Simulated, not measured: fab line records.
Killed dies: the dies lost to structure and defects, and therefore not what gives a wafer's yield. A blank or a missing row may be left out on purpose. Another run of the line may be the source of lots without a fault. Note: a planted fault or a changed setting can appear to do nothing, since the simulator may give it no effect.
Lot-split experiment	flow gf180mcu	23 wafers read across 5 lots, on a route 602 steps long

## ABOUT THE SPLIT
At GF_V2_COAT_09 (resist thk 1000 nm), the setting resistThkNm was moved away from the recipe's 1000 nm on 10 of the 23 wafers read, by -4.3% to +5.9%. All remaining wafers had this setting at the recipe value.

The split's own step is where the reading is taken.

## THE READING
KrF_of_V2_COAT_09.thkNm (the simulator's own value, which no gauge read), in nm, at GF_V2_COAT_09 (resist thk 1000 nm). No usual value for it is given in the file. Here, 13 wafers ran the recipe; their average is 1001.7 nm with a standard deviation of 1.7 nm.

wafer	tool, chamber at the split	resistThkNm as run, nm	against the recipe	KrF_of_V2_COAT_09.thkNm, nm	against lot-mates on the recipe
L079.2	lithoTrack-01, 0	1059	+5.9%	1055	+54.2
L079.3	lithoTrack-01, 0	1000	recipe	999.5	-
L079.4	lithoTrack-01, 0	1000	recipe	1001	-
L079.5	lithoTrack-01, 0	1000	recipe	1002	-
L079.6	lithoTrack-01, 0	1059	+5.9%	1060	+59.2
L080.2	lithoTrack-04, 0	1000	recipe	1003	-
L080.6	lithoTrack-04, 0	1000	recipe	1003	-
L080.5	lithoTrack-04, 0	1000	recipe	1002	-
L081.1	lithoTrack-01, 0	1000	recipe	1002	-
L081.3	lithoTrack-01, 0	1000	recipe	1002	-
L081.2	lithoTrack-01, 0	957.1	-4.3%	958	-44.7
L081.4	lithoTrack-01, 0	1000	recipe	1004	-
L081.5	lithoTrack-01, 0	957.1	-4.3%	959	-43.7
L082.1	lithoTrack-04, 0	1000	recipe	1001	-
L082.2	lithoTrack-04, 0	1020	+2.0%	1022	+19.5
L082.3	lithoTrack-04, 0	1020	+2.0%	1023	+20.5
L082.5	lithoTrack-04, 0	1000	recipe	1004	-
L082.6	lithoTrack-04, 0	1020	+2.0%	1024	+21.5
L084.1	lithoTrack-03, 0	1000	recipe	998	-
L084.2	lithoTrack-03, 0	1041	+4.1%	1040	+41.0
L084.4	lithoTrack-03, 0	1041	+4.1%	1042	+43.0
L084.5	lithoTrack-03, 0	1000	recipe	1000	-
L084.6	lithoTrack-03, 0	1041	+4.1%	1039	+40.0

THE FIT
A straight line over all 23 wafers: KrF_of_V2_COAT_09.thkNm changes by +9.69 nm for each +1% of resistThkNm; r = +1.00; the points scatter about the line by 1.9 nm.
The same after taking each lot's own level away (the mean of its wafers on the recipe; 23 wafers): +9.97 nm for each +1%; r = +1.00; scatter 1.5 nm.
On that fit, the largest move of resistThkNm shifts the reading by 59 nm.
Measured against the standard deviation above, the lots' own levels, which go from 999.00 to 1002.67 nm, span 2.2 times it.
Hence the lot-to-lot level has little effect on the slope; both slopes agree.
Check: with one of the wafers moved furthest among these (+5.9%) left out of the fit, the line predicts +59.8 nm for it against its lot-mates. Against them it came out at +54.2 nm.

## THE OTHER SPLITS THESE WAFERS WENT THROUGH
Note: prior to the reading, these wafers also went through further splits. Each is held against what the fit with the lots' levels taken away leaves over:
other split on the same wafers	wafers away from the commonest value	r with KrF_of_V2_COAT_09.thkNm (lot level and that fit taken away)
GF_CONTACT_PEB_12 pebTempC	5	+0.13
GF_M1_SPUTTER_04 timeS	7	-0.05
GF_M1_EXPOSE_11 doseMj	5	+0.13
GF_M2_SPUTTER_01 timeS	8	+0.14
GF_M2_SPUTTER_04 timeS	8	+0.08
GF_V2_CVD_00 sih4FlowSccm	8	-0.19

## FILE'S OWN FIT
KrF_of_V2_COAT_09.thkNm changes by +9.93 nm for each +1% of resistThkNm, r = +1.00.
